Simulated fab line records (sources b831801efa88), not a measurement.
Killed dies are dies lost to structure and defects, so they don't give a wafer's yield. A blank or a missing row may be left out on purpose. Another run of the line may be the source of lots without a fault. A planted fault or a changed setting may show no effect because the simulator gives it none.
Which tool is to blame? + flow sky130 + 6 lots (18 wafers sampled), 1 step of a 708-step route

== WHAT THE GAUGES SHOWED, per wafer ==
SKY_NWELL_RS_MEAS_31: measurement is done with a four-point probe.
| lot  | measured     | on           | PWDE_RS (ohm/sq) |
|------|--------------|--------------|------------------|
| L209 | day 5 23:50  | filmMetro-03 | 5303 5301 5290   |
| L218 | day 8 01:44  | filmMetro-01 | 5252 5251 5258   |
| L222 | day 9 07:28  | filmMetro-03 | 5264 5262 5272   |
| L224 | day 9 15:53  | filmMetro-04 | 5233 5235 5252   |
| L227 | day 10 08:14 | filmMetro-03 | 5279 5274 5307   |
| L229 | day 10 23:40 | filmMetro-04 | 5282 5281 5262   |

== WHICH TOOL RAN EACH LOT (tool, then ch and the chambers of the sampled wafers, then the start) ==
The record holds no process step before these readings.

== THE ANSWER, worked out from the rows above alone ==
Rule: the lots themselves supply what counts as usual. The widest of any qualifying gaps counts: lots, ordered by their means at a reading, are off when they make up no more than a third of the lots, leave a main group of 4 or more, and stand apart from it by 3 or more times the standard deviation of that group's means. A main group whose means are all the same, to the digits that the tables above print for the reading, isn't used. Also off: a lot with no number at a reading for which 4 or more lots have one. All remaining lots with rows at the step are treated as sound.
Across all readings shown, no lot is off: no conclusion can be drawn from this.

== WHAT THE SIMULATOR HAD INSERTED ==
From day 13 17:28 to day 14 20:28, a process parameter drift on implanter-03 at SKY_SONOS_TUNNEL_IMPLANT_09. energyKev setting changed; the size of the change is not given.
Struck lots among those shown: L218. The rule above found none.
